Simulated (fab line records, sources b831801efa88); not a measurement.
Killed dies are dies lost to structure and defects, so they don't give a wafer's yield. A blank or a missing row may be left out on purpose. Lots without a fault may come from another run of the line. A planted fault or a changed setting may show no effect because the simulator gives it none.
Which tool did it? | flow sky130 | 10 lots, 30 wafers sampled, at 3 steps of a route of 708

WHAT THE GAUGES READ, wafer by wafer
SKY_SPACER_THK_MEAS_01.
lot  | measured     | on            | SPACER_CVD_00_THK (nm)
L336 | day 24 22:20 | film_metro-01 | 42.6 42.2 43.2
L337 | day 25 12:30 | film_metro-02 | 43.2 43.7 43.0
L338 | day 25 19:46 | film_metro-02 | 43.2 43.2 42.9
L340 | day 26 07:01 | film_metro-01 | 42.8 43.2 42.6
L341 | day 26 19:32 | film_metro-03 | 43.1 43.0 43.5
L342 | day 27 06:19 | film_metro-03 | 42.8 42.7 42.7
L343 | day 27 06:17 | film_metro-01 | 43.8 43.4 43.4
L344 | day 27 16:14 | film_metro-02 | 42.7 42.3 42.6
L345 | day 27 20:09 | film_metro-02 | 43.3 43.5 43.2
L349 | day 29 08:11 | film_metro-03 | 31.4 31.4 31.3 31.3 31.5 31.3

WHICH TOOL RAN EACH LOT (tool, then ch and the chambers of the sampled wafers, then the start)
lot  | SKY_SONOS_ONO_STRIP_17               | SKY_SPACER_CVD_00
L336 | plasma_asher-02 ch 0,1, day 14 08:26 | lpcvd-02 ch 1, day 24 20:31
L337 | plasma_asher-04 ch 0,1, day 14 19:28 | lpcvd-02 ch 1, day 25 11:17
L338 | plasma_asher-04 ch 0,1, day 15 04:53 | lpcvd-02 ch 1, day 25 18:34
L340 | plasma_asher-01 ch 0,1, day 15 14:32 | lpcvd-02 ch 0, day 26 05:47
L341 | plasma_asher-02 ch 0,1, day 16 00:29 | lpcvd-02 ch 1, day 26 18:19
L342 | plasma_asher-01 ch 0,1, day 16 12:19 | lpcvd-02 ch 1, day 27 05:05
L343 | plasma_asher-02 ch 0,1, day 16 16:08 | lpcvd-02 ch 1, day 27 05:05
L344 | plasma_asher-02 ch 0, day 17 01:21   | lpcvd-02 ch 0, day 27 15:02
L345 | plasma_asher-02 ch 0,1, day 17 05:49 | lpcvd-02 ch 0, day 27 18:55
L349 | plasma_asher-01 ch 1, day 18 18:57   | lpcvd-02 ch 0, day 29 06:22
- SKY_SONOS_ONO_STRIP_17: strips in O2/N2.
- SKY_SPACER_CVD_00: deposits Si3N4 from DCS/NH3, target thk 43.1 nm, time 740 s.

WHAT THE TOOLS THEMSELVES READ (means of the sampled wafers that have a number; where no wafer has one, the mark that the record gives instead)
SKY_SONOS_ONO_STRIP_17.
lot  | tool            | drypump_motor_current_A (A) | oes_product_au (a.u.) | strip_time_to_endpoint_s (s)
L336 | plasma_asher-02 | 6.2                         | 0.711                 | 14.09
L337 | plasma_asher-04 | 5.5                         | 0.705                 | 14.10
L338 | plasma_asher-04 | 5.5                         | 0.710                 | 14.06
L340 | plasma_asher-01 | 5.4                         | 0.710                 | 14.11
L341 | plasma_asher-02 | 6.0                         | 0.709                 | 14.05
L342 | plasma_asher-01 | 5.4                         | 0.714                 | 14.15
L343 | plasma_asher-02 | 6.2                         | 0.708                 | 14.14
L344 | plasma_asher-02 | 6.4                         | 0.709                 | 14.10
L345 | plasma_asher-02 | 6.0                         | 0.711                 | 14.09
L349 | plasma_asher-01 | 5.7                         | 0.715                 | 14.10

SKY_SPACER_CVD_00.
lot  | tool     | spike_tc_bottom_C (C) | spike_tc_centre_C (C) | spike_tc_lower_C (C) | spike_tc_top_C (C) | spike_tc_upper_C (C) | susceptor_temp_C (C) | zone_power_lower_pct (%) | zone_power_upper_pct (%)
L336 | lpcvd-02 | 788                   | 769.3                 | 769.6                | 782.5              | 771.8                | 769.61               | 14.12                    | 12.04
L337 | lpcvd-02 | 790                   | 768.5                 | 771.0                | 782.8              | 771.2                | 769.75               | 14.20                    | 11.93
L338 | lpcvd-02 | 789                   | 769.3                 | 770.0                | 782.6              | 772.7                | 769.88               | 14.27                    | 11.95
L340 | lpcvd-02 | 782                   | 771.1                 | 768.7                | 781.7              | 769.4                | 770.06               | 13.98                    | 11.68
L341 | lpcvd-02 | 789                   | 769.9                 | 769.5                | 782.5              | 773.3                | 770.35               | 14.34                    | 11.70
L342 | lpcvd-02 | 789                   | 769.5                 | 770.8                | 783.0              | 772.1                | 770.05               | 13.98                    | 11.96
L343 | lpcvd-02 | 788                   | 769.6                 | 770.6                | 782.7              | 773.2                | 770.14               | 14.38                    | 11.94
L344 | lpcvd-02 | 781                   | 769.9                 | 767.9                | 781.8              | 769.9                | 769.92               | 13.96                    | 11.62
L345 | lpcvd-02 | 781                   | 771.4                 | 769.6                | 781.5              | 769.8                | 770.02               | 14.06                    | 11.70
L349 | lpcvd-02 | 767                   | 755.6                 | 753.7                | 766.3              | 754.1                | 754.49               | 13.56                    | 11.34

THE ANSWER, worked out from the rows above alone
Rule: what is usual is taken from the lots themselves. Put in order of their means at a reading, lots are off if they are a third of the lots or fewer, leave a main group of 4 or more, and stand apart from it by a gap of 3 or more times the standard deviation of the main group's means; of several such gaps the widest counts. A main group whose means are all the same, to the digits that the tables above print for the reading, isn't used. A lot without any number at a reading at which 4 lots or more have one is off too. The other lots that the step has rows for count as sound. The gauges are gone through in route order, then the tools' own readings, and for those a lot's mean is taken as printed above. The first step at which some lot is off is used, and at that step the reading that is off furthest; a lot without a number counts as furthest.
Off: L349, at SKY_SPACER_THK_MEAS_01 (SPACER_CVD_00_THK). The main group: mean 43.0 nm, standard deviation 0.32.
A tool fits if, at a process step before that reading, it ran every lot that is off, and no sound lot after the first of them. The gauges at SKY_SPACER_THK_MEAS_01 aren't tried: what is off there is off at SKY_SPACER_CVD_00 too, on other tools, and a gauge's error can't cause that. Can't be told from this: 2 tools fit, plasma_asher-01 at SKY_SONOS_ONO_STRIP_17, lpcvd-02 at SKY_SPACER_CVD_00.

WHAT THE SIMULATOR HAD PUT IN
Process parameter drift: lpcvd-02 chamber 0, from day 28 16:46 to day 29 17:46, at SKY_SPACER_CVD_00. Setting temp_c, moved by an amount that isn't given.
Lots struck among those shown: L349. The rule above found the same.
